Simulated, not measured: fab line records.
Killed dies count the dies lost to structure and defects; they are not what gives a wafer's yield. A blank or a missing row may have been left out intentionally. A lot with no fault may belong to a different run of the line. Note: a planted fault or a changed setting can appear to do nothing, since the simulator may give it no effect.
Split-lot experiment | flow gf180mcu | 23 wafers read across 5 lots, on a route 602 steps long

## ABOUT THE SPLIT
At GF_V3_CVD_23 (deposits W, target thk 350 nm, time 104.9 s), the setting pressure-torr was moved away from the recipe's 40 Torr on 5 of the 23 wafers read, by +11.9%. This setting was run at the recipe's value on the other wafers.

There is no step in the file separating the split from the reading.

## THE READING
V3_W_RS (ohm/sq), read at GF_V3_RS_MEAS_24 with a four-point probe. Fault-free wafers of this fab line usually give 0.3272 ohm/sq, standard deviation 0.003 ohm/sq.

wafer  | tool, chamber at the split | pressure-torr as run, Torr | against the recipe | V3_W_RS, ohm/sq | against lot-mates on the recipe
L077.1 | cvd-w-02, 0,0,1,1,0        | 44.75                      | +11.9%             | 0.3051          | no lot-mate on the recipe
L077.3 | cvd-w-02, 0,0,1,1,0        | 44.75                      | +11.9%             | 0.3070          | no lot-mate on the recipe
L077.4 | cvd-w-02, 0,0,1,1,0        | 44.75                      | +11.9%             | 0.3065          | no lot-mate on the recipe
L077.5 | cvd-w-02, 0,0,1,1,0        | 44.75                      | +11.9%             | 0.3080          | no lot-mate on the recipe
L077.6 | cvd-w-02, 0,0,1,1,0        | 44.75                      | +11.9%             | 0.3065          | no lot-mate on the recipe
L078.1 | cvd-w-01, 0,1,0,0,1        | 40                         | recipe             | 0.3280          | -
L078.3 | cvd-w-01, 0,1,0,0,1        | 40                         | recipe             | 0.3256          | -
L078.4 | cvd-w-01, 0,1,0,0,1        | 40                         | recipe             | 0.3282          | -
L078.5 | cvd-w-01, 0,1,0,0,1        | 40                         | recipe             | 0.3258          | -
L078.6 | cvd-w-01, 0,1,0,0,1        | 40                         | recipe             | 0.3281          | -
L080.2 | cvd-w-01, 0,0,1            | 40                         | recipe             | 0.3281          | -
L080.3 | cvd-w-01, 0,0,1            | 40                         | recipe             | 0.3258          | -
L080.4 | cvd-w-01, 0,0,1            | 40                         | recipe             | 0.3265          | -
L082.1 | cvd-w-02, 1,0,1,0,1        | 40                         | recipe             | 0.3245          | -
L082.2 | cvd-w-02, 1,0,1,0,1        | 40                         | recipe             | 0.3270          | -
L082.3 | cvd-w-02, 1,0,1,0,1        | 40                         | recipe             | 0.3257          | -
L082.4 | cvd-w-02, 1,0,1,0,1        | 40                         | recipe             | 0.3214          | -
L082.6 | cvd-w-02, 1,0,1,0,1        | 40                         | recipe             | 0.3241          | -
L083.1 | cvd-w-02, 0,1,1,0,0        | 40                         | recipe             | 0.3325          | -
L083.2 | cvd-w-02, 0,1,1,0,0        | 40                         | recipe             | 0.3258          | -
L083.3 | cvd-w-02, 0,1,1,0,0        | 40                         | recipe             | 0.3256          | -
L083.4 | cvd-w-02, 0,1,1,0,0        | 40                         | recipe             | 0.3307          | -
L083.5 | cvd-w-02, 0,1,1,0,0        | 40                         | recipe             | 0.3307          | -
If several chambers appear in one row, that row covers several wafers at once and the file leaves open which wafer was in which chamber.

THE FIT
A straight line over all 23 wafers: V3_W_RS changes by -0.00171 ohm/sq for each +1% of pressure-torr; r = -0.96; the points scatter about the line by 0.0024 ohm/sq.
Too few moved wafers with a lot-mate on the recipe to fit a line net of each lot's own level.

## THE FILE'S OWN FIT
V3_W_RS changes by -0.00171 ohm/sq for each +1% of pressure-torr, r = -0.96.
